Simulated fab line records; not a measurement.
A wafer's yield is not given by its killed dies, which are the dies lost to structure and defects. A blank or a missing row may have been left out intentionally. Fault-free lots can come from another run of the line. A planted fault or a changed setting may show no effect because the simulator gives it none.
fab line records	flow sky130
record: lots: 12	wafers: 36	last-day: 50
route steps=708 shown METAL1@451 VIA1@482 METAL2@483 PAD_OPEN@708
lots that met no fault: taken from a fault-free run of the same line
start-h: start of the lot's first displayed wafer, in hours after the record's first day	wait-h: hours since the lot's step before	" repeats the value in the row above	L1.1+2: several wafers, shown together as one row	- no value present, or no start provided	* or withheld: withheld	< > ~ a bound
route shown NAME@n: NAME is a module with steps in the file, n the number in the route of the first one	usual: mean/standard deviation taken from wafers without a fault	same: alike in all rows	chamber/n: place in a boat	sites: each site's reading	_std_site: standard deviation across them	_edge_site: mean of outer sites minus mean of inner sites	radius-mm: how far each site lies from the wafer's centre	mask NAME#n: copy n	behind: tool/chamber where the wafer was last shaped	hold: cause of the lot's hold/its duration in hours/its outcome	device: which transistor (n, p or np) failed to switch	end of line: at the end of the route, the tests of the same wafers	a step without rows: its recipe alone	killed: at the first sort, the dies lost to defects and structure; wafer yield is something else	map: per-die view of a wafer (x killed, . not killed, _ where there is no die)
set.NAME: setting as actually run; set.NAME@STEP: the setting as run at that earlier step	model.NAME: the simulator's own value behind a step, which no gauge read
route steps across a sampled set of lots; one table per step, one row per wafer
services: a tool's chamber out of use, with start hour (start-h, from the record's first day; less than 0 if before it), hours out, and reason
== steps ==
step: SKY_METAL1_DESCUM_17
recipe: chemistry: O2	source-power-w: 150	bias-power-w: 0	pressure-mtorr: 10	temp-c: 40	time-s: 8
usual: drypump-motor-current-A: 5.9/0.63	oes-product-au: 0.998/0.0089
same: bias-power-w: 0
lot.wafer	tool	chamber	start-h	wait-h	drypump-motor-current-A	oes-product-au	rf-hours-counter-h
L648.1	rie-metal-01	0	778.23	0.0	6.3	0.993	6
L648.2	"	1	"	"	5.4	1.009	16
L648.5	"	0	"	"	6.4	0.985	-
L649.1	rie-metal-01	1	794.88	0.0	5.4	1.001	16
L649.2	"	0	"	"	6.4	0.994	6
L649.6	"	0	"	"	6.4	0.988	-
L650.1	rie-metal-01	1	800.88	0.0	5.3	0.997	17
L650.4	"	0	"	"	6.4	0.979	-
L650.5	"	1	"	"	5.4	0.990	-
L651.2	rie-metal-03	1	803.52	0.0	6.8	0.990	8
L651.5	"	1	"	"	6.7	0.999	-
L651.6	"	0	"	"	5.1	0.998	-
L652.3	rie-metal-04	1	810.18	0.0	5.8	1.003	-
L652.4	"	0	"	"	6.4	0.995	-
L652.6	"	1	"	"	5.8	1.000	-
L653.1	rie-metal-04	0	820.83	0.0	6.4	1.012	4
L653.5	"	0	"	"	6.4	1.016	-
L653.6	"	1	"	"	5.8	1.002	-
L654.1	rie-metal-03	0	823.57	0.0	5.1	1.010	12
L654.4	"	1	"	"	6.7	0.989	-
L654.6	"	0	"	"	5.1	0.999	-
L657.3	rie-metal-03	1	852.54	0.0	6.7	1.003	-
L657.5	"	1	"	"	6.8	1.001	-
L657.6	"	0	"	"	5.1	0.993	-
L660.2	rie-metal-04	0	880.23	0.0	6.5	1.014	6
L660.3	"	0	"	"	6.4	1.014	-
L660.6	"	1	"	"	5.8	1.007	-
L661.1	rie-metal-01	1	881.62	0.0	5.4	0.990	2
L661.2	"	0	"	"	6.4	0.991	9
L661.5	"	1	"	"	5.3	0.997	-
L663.4	rie-metal-03	1	897.29	0.0	6.8	1.008	-
L663.5	"	1	"	"	6.7	0.997	-
L663.6	"	0	"	"	5.1	1.013	-
L666.2	rie-metal-01	0	915.43	0.0	6.4	0.985	11
L666.4	"	1	"	"	5.4	0.990	-
L666.6	"	0	"	"	6.3	0.982	-
step: SKY_VIA1_CMP_24
recipe: stop-on: SiO2	t-overpolish-s: 15	down-force-psi: 3.5	platen-rpm: 60	target-thk-nm: 0	pad-velocity-m-s: 0.94248
usual: edge-zone-pressure-frac: 1.001/0.0051	motor-current-A: 11.0/0.68	overpolish-run-s: 15.002/0.009	time-to-endpoint-s: 66/3.2
lot.wafer	tool	chamber	start-h	wait-h	edge-zone-pressure-frac	motor-current-A	overpolish-run-s	time-to-endpoint-s
L648.1	cmp-02	3	808.14	0.1	1.006	10.3	14.994	66
L648.2	"	2	"	"	1.008	11.7	15.005	70
L648.5	"	0	"	"	1.007	11.6	15.003	66
L649.1	cmp-02	0	824.35	0.1	1.000	11.0	15.009	66
L649.2	"	1	"	"	0.998	10.6	14.998	67
L649.6	"	2	"	"	0.999	12.2	14.983	64
L650.1	cmp-01	2	831.03	0.1	1.008	11.0	14.993	67
L650.4	"	0	"	"	1.000	11.3	15.012	65
L650.5	"	2	"	"	1.002	10.9	15.008	62
L651.2	cmp-01	0	833.04	0.2	0.999	11.5	15.007	63
L651.6	"	1	"	"	1.002	11.6	15.003	67
L651.5	"	2	"	"	1.005	10.9	14.999	70
L652.3	cmp-01	1	839.01	0.1	1.002	11.9	14.999	68
L652.4	"	2	"	"	0.998	11.0	14.990	66
L652.6	"	0	"	"	0.999	11.5	14.997	68
L653.1	cmp-01	0	849.65	0.1	1.002	11.1	14.994	65
L653.5	"	3	"	"	1.000	11.3	14.998	64
L653.6	"	0	"	"	1.004	10.9	15.007	63
L654.1	cmp-01	2	852.96	0.1	1.005	11.1	15.003	60
L654.4	"	1	"	"	1.003	11.8	14.991	62
L654.6	"	3	"	"	0.998	11.2	14.992	62
L657.3	cmp-01	2	881.27	0.2	1.008	10.8	15.022	66
L657.6	"	3	"	"	1.002	11.6	14.996	66
L657.5	"	0	"	"	1.002	11.5	14.987	66
L660.3	cmp-02	1	908.79	0.0	0.999	10.6	14.982	67
L660.2	"	0	"	"	1.004	11.3	14.999	67
L660.6	"	2	"	"	0.994	11.9	15.004	67
L661.1	cmp-02	2	910.04	0.1	0.999	11.5	15.004	62
L661.2	"	3	"	"	0.994	10.3	15.005	65
L661.5	"	1	"	"	1.002	10.7	15.006	64
L663.4	cmp-01	1	925.41	0.2	1.002	11.3	15.006	66
L663.5	"	2	"	"	0.990	11.2	15.010	63
L663.6	"	3	"	"	0.998	11.3	15.010	68
L666.2	cmp-01	0	943.64	0.1	0.996	10.6	0.044	103
L666.4	"	1	"	"	1.002	11.5	14.988	59
L666.6	"	0	"	"	1.001	10.9	0.048	105
step: SKY_METAL2_SPUTTER_00
recipe: material: Ti	target-thk-nm: 15	power-w: 3000	time-s: 10	chamber-pressure-pa: 0.4
usual: cathode-dc-power-W: 3000.0/0.52	throttle-valve-pct: 29.9/1.1
lot.wafer	tool	chamber	start-h	wait-h	cathode-dc-power-W	throttle-valve-pct
L648.1	pvd-sputter-01	-	808.44	0.2	3000.3	30.4
L648.2	"	-	"	"	2999.5	29.5
L648.5	"	-	"	"	3000.7	29.2
L649.1	pvd-sputter-03	-	824.55	0.1	2999.7	32.3
L649.2	"	-	"	"	3000.4	27.4
L649.6	"	-	"	"	2999.8	29.3
L650.1	pvd-sputter-03	-	831.33	0.2	2999.7	29.1
L650.4	"	-	"	"	3000.2	27.4
L650.5	"	-	"	"	3000.6	27.5
L651.2	pvd-sputter-03	-	833.19	0.1	3000.3	28.8
L651.5	"	-	"	"	3000.4	29.5
L651.6	"	-	"	"	3000.2	27.7
L652.3	pvd-sputter-01	-	839.26	0.2	2999.9	30.0
L652.4	"	-	"	"	3000.5	31.5
L652.6	"	-	"	"	2999.9	29.5
L653.1	pvd-sputter-01	-	849.90	0.2	3000.6	29.4
L653.5	"	-	"	"	3000.6	29.7
L653.6	"	-	"	"	2999.7	30.2
L654.1	pvd-sputter-02	-	853.26	0.2	2999.4	30.0
L654.4	"	-	"	"	2999.1	30.8
L654.6	"	-	"	"	3000.1	30.3
L657.3	pvd-sputter-01	-	881.42	0.1	3000.9	29.5
L657.5	"	-	"	"	3000.1	30.2
L657.6	"	-	"	"	3000.3	29.3
L660.2	pvd-sputter-01	-	909.09	0.1	3000.9	31.3
L660.3	"	-	"	"	3000.2	29.4
L660.6	"	-	"	"	2999.7	29.5
L661.1	pvd-sputter-02	-	910.24	0.1	2999.3	29.9
L661.2	"	-	"	"	2999.4	29.7
L661.5	"	-	"	"	3000.6	31.3
L663.4	pvd-sputter-01	-	925.56	0.1	2999.3	29.6
L663.5	"	-	"	"	3000.2	30.1
L663.6	"	-	"	"	2999.5	29.6
L666.4	pvd-sputter-01	-	943.89	0.1	2999.7	29.4
step: SKY_METAL2_RS_MEAS_05
recipe: thk-meas-gauge: four-point-probe	reads: TiN_of_METAL2_SPUTTER_04+Ti_of_METAL2_SPUTTER_03+AlCu_of_METAL2_SPUTTER_02+TiN_of_METAL2_SPUTTER_01+Ti_of_METAL2_SPUTTER_00
usual: METAL2_ALCU_RS: 0.1234/0.0013
lot.wafer	tool	chamber	start-h	wait-h	METAL2_ALCU_RS[ohm/sq]
L648.1	film-metro-03	-	808.58	0.0	0.1231
L648.2	"	-	"	"	0.1234
L648.5	"	-	"	"	0.1232
L649.1	film-metro-03	-	824.69	0.0	0.1243
L649.2	"	-	"	"	0.1250
L649.6	"	-	"	"	0.1234
L650.1	film-metro-04	-	831.47	0.0	0.1222
L650.4	"	-	"	"	0.1230
L650.5	"	-	"	"	0.1225
L651.2	film-metro-04	-	833.35	0.0	0.1226
L651.5	"	-	"	"	0.1225
L651.6	"	-	"	"	0.1236
L652.3	film-metro-02	-	839.44	0.1	0.1252
L652.4	"	-	"	"	0.1234
L652.6	"	-	"	"	0.1248
L653.1	film-metro-02	-	850.04	0.0	0.1246
L653.5	"	-	"	"	0.1232
L653.6	"	-	"	"	0.1244
L654.1	film-metro-03	-	853.40	0.0	0.1258
L654.4	"	-	"	"	0.1256
L654.6	"	-	"	"	0.1256
L657.3	film-metro-02	-	881.60	0.1	0.1230
L657.5	"	-	"	"	0.1224
L657.6	"	-	"	"	0.1231
L660.2	film-metro-03	-	909.25	0.0	0.1237
L660.3	"	-	"	"	0.1244
L660.6	"	-	"	"	0.1234
L661.1	film-metro-04	-	910.37	0.0	0.1248
L661.2	"	-	"	"	0.1235
L661.5	"	-	"	"	0.1242
L663.4	film-metro-02	-	925.76	0.1	0.1246
L663.5	"	-	"	"	0.1237
L663.6	"	-	"	"	0.1253
L666.4	film-metro-02	-	944.08	0.1	0.1213
step: SKY_PAD_OPEN_PROBE_99
usual: defect-limited-yield: 82.6/1.7	killed_at_M0_to_M3: 43/6.5	killed_at_M4_up: 3.2/1.9	killed-at-contacts: 25/5.5	killed-at-front-end: 14/4.2	killed-at-other: 0.2/0.44	killed-dies: 85/8.5	killed-on-rim: 16/3.3	killed-open: 47/7	killed-short: 39/6.3	sort_bin_3_pad_short: 0.9/0.46	sort_bin_5_function: 10.3/1.4	sort_bin_6_memory: 6.2/1.2	sort-n-pass: 407/8.5	sort-yield-pct: 82.6/1.7
same: gross-dies: 492	killed-at-back-side: 0	sort_bin_4_leakage[%]: 0	sort_bin_8_speed[%]: 0
lot.wafer	tool	chamber	start-h	wait-h	defect-limited-yield[%]	killed_at_M0_to_M3	killed_at_M4_up	killed-at-contacts	killed-at-front-end	killed-at-other	killed-dies	killed-on-rim	killed-open	killed-short	sort_bin_3_pad_short[%]	sort_bin_5_function[%]	sort_bin_6_memory[%]	sort-n-pass	sort-yield-pct[%]
L651.2	prober-02	-	1109.39	0.1	85.4	34	5	19	14	0	72	14	36	36	0.6	8.5	5.5	420	85.4
L651.5	prober-02	-	1109.54	0.2	83.1	50	3	16	14	0	83	14	42	41	1.0	10.4	5.5	409	83.1
L651.6	prober-02	-	1109.59	0.2	83.3	40	3	23	16	0	82	21	38	44	0.8	10.8	5.1	410	83.3
L654.1	prober-01	-	1124.54	0.1	83.1	35	1	29	18	0	83	16	38	45	1.2	8.9	6.7	409	83.1
L654.4	prober-01	-	1124.69	0.2	82.7	44	2	28	11	0	85	16	49	36	1.0	9.6	6.7	407	82.7
L654.6	prober-01	-	1124.79	0.2	80.7	49	5	27	14	0	95	17	53	42	2.0	10.6	6.7	397	80.7
L661.1	prober-02	-	1166.27	0.1	82.3	46	4	23	14	0	87	11	48	39	1.6	9.6	6.5	405	82.3
L661.2	prober-02	-	1166.32	0.1	83.1	45	2	16	20	0	83	23	36	47	1.2	12.0	3.7	409	83.1
L661.5	prober-02	-	1166.47	0.2	81.9	39	5	27	18	0	89	17	46	43	0.2	11.4	6.5	403	81.9
L666.2	prober-01	-	1189.85	0.1	0	447	7	25	13	0	492	96	39	51	82.7	8.5	8.7	0	0
L666.4	prober-01	-	1189.95	0.2	80.7	52	3	25	14	1	95	19	55	40	0.4	13.6	5.3	397	80.7
L666.6	prober-01	-	1190.05	0.2	0	448	2	33	9	0	492	96	59	28	82.7	9.1	8.1	0	0
killed by level:class
L651.2 FIELD_ISO:geometric-particle:short=8 LI_CONTACT:geometric-particle:open=8 VIA1:geometric-particle:open=8 METAL1:geometric-particle:short=6 VIA2:geometric-particle:open=6 CONTACT:geometric-particle:open=5 METAL2:geometric-particle:short=5 METAL4:geometric-particle:short=4
L651.5 VIA1:geometric-particle:open=11 VIA2:geometric-particle:open=9 CONTACT:geometric-particle:open=7 METAL1:geometric-particle:short=5 VIA1:geometric-particle:short=5 VIA3:geometric-particle:open=5 POLY_GATE:geometric-particle:short=4 METAL2:geometric-particle:short=4
L651.6 VIA2:geometric-particle:open=9 LI_CONTACT:geometric-particle:open=8 METAL1:geometric-particle:short=8 POLY_GATE:geometric-particle:open=5 CONTACT:geometric-particle:short=5 CONTACT:geometric-particle:open=5 FIELD_ISO:geometric-particle:short=4 VIA1:geometric-particle:short=4
L654.1 CONTACT:geometric-particle:short=9 VIA1:geometric-particle:short=7 VIA1:geometric-particle:open=7 LI_CONTACT:geometric-particle:open=6 CONTACT:geometric-particle:open=6 POLY_GATE:geometric-particle:short=5 LOCAL_INTERCONNECT:geometric-particle:short=5 VIA2:geometric-particle:open=5
L654.4 CONTACT:geometric-particle:open=12 VIA1:geometric-particle:open=12 CONTACT:geometric-particle:short=6 VIA2:geometric-particle:open=6 VIA3:geometric-particle:open=5 LI_CONTACT:geometric-particle:open=5 METAL1:geometric-particle:short=5 VIA2:geometric-particle:short=4
L654.6 CONTACT:geometric-particle:open=18 VIA1:geometric-particle:open=11 VIA3:geometric-particle:open=8 POLY_GATE:geometric-particle:short=5 VIA1:geometric-particle:short=5 METAL3:geometric-particle:short=5 METAL4:geometric-particle:short=5 LI_CONTACT:geometric-particle:short=4
L661.1 VIA1:geometric-particle:open=13 VIA2:geometric-particle:open=9 METAL1:geometric-particle:short=7 LI_CONTACT:geometric-particle:open=7 CONTACT:geometric-particle:open=6 FIELD_ISO:geometric-particle:open=5 CONTACT:geometric-particle:short=5 METAL2:geometric-particle:short=4
L661.2 POLY_GATE:geometric-particle:short=8 CONTACT:geometric-particle:open=7 METAL2:geometric-particle:short=7 VIA3:geometric-particle:short=7 VIA1:geometric-particle:open=6 VIA1:geometric-particle:short=5 LI_CONTACT:geometric-particle:open=5 METAL1:geometric-particle:short=5
L661.5 CONTACT:geometric-particle:open=15 VIA2:geometric-particle:open=8 VIA1:geometric-particle:short=8 FIELD_ISO:geometric-particle:open=6 LOCAL_INTERCONNECT:geometric-particle:short=6 VIA1:geometric-particle:open=5 METAL1:geometric-particle:short=4 METAL2:geometric-particle:short=4
L666.2 VIA1:area-cmp=402 VIA1:geometric-particle:open=10 METAL2:geometric-particle:short=8 METAL1:geometric-particle:short=7 METAL4:geometric-particle:short=7 CONTACT:geometric-particle:short=6 LI_CONTACT:geometric-particle:open=5 CONTACT:geometric-particle:open=5
L666.4 VIA1:geometric-particle:open=14 CONTACT:geometric-particle:open=9 CONTACT:geometric-particle:short=9 VIA2:geometric-particle:open=7 VIA1:geometric-particle:short=6 METAL1:geometric-particle:open=4 METAL1:geometric-particle:short=4 METAL2:geometric-particle:short=4
L666.6 VIA1:area-cmp=405 CONTACT:geometric-particle:open=17 VIA2:geometric-particle:open=10 VIA1:geometric-particle:open=10 VIA3:geometric-particle:open=8 CONTACT:geometric-particle:short=5 LI_CONTACT:geometric-particle:open=5 VIA3:geometric-particle:short=5
== services ==
tool	chamber	start-h	hours	kind
rie-metal-03	0	757.37	14.0	repair
pvd-sputter-03	-	761.31	1.0	repair
cmp-02	-	765.91	0.8	repair
pvd-sputter-02	-	768.48	8.8	repair
cmp-01	-	769.96	4.0	pm
cmp-02	-	774.87	0.8	repair
pvd-sputter-01	1	795.40	-	consumable-replace:kit
pvd-sputter-01	1	795.40	18.0	scheduled-down
pvd-sputter-01	1	795.40	18.0	vent-cycle
rie-metal-01	1	806.25	-	clean
rie-metal-01	1	806.25	22.2	scheduled-down
rie-metal-01	1	806.25	22.2	vent-cycle
cmp-02	-	808.67	1.2	repair
rie-metal-01	0	818.11	8.5	repair
pvd-sputter-03	-	836.77	2.9	repair
pvd-sputter-02	1	853.40	-	consumable-replace:kit
pvd-sputter-02	1	853.40	18.0	scheduled-down
pvd-sputter-02	1	853.40	18.0	vent-cycle
rie-metal-01	-	875.60	3.3	repair
cmp-01	-	912.05	4.0	pm
cmp-01	-	916.05	-	consumable-replace:conditioner
cmp-01	-	916.05	-	consumable-replace:pad
== key ==
first-sign: step: SKY_VIA1_CMP_24	reading: overpolish-run-s	direction: down	sigmas: 99+	usual: 15.002	struck: 0.046
effect: step: SKY_VIA1_CMP_24	reading: time-to-endpoint-s	direction: up	sigmas: 12	usual: *	struck: *
effect: step: SKY_PAD_OPEN_PROBE_99	reading: sort_bin_3_pad_short	direction: up	sigmas: 99+	usual: 0.9	struck: 82.7
more-kills-born-at: SKY_VIA1_CMP_24@cmp-01: 807
met-at SKY_VIA1_CMP_24
struck-lots L666
struck-wafers L666.2,L666.6
later-rows-left-out L666.2,L666.6
not-acting-at SKY_METAL1_DESCUM_17,SKY_METAL2_SPUTTER_00,SKY_METAL2_RS_MEAS_05
onset-between 881.27 943.64
fault: kind: process-parameter-drift	tool: cmp-01	chamber: 0	onset-h: 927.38	steps: SKY_VIA1_CMP_24	channel: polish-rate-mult	offset: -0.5	shape: step	end-h: 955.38
later-rows-left-out: the simulator's readings of these wafers behind a module that went badly wrong aren't trusted and aren't shown, but for the sort
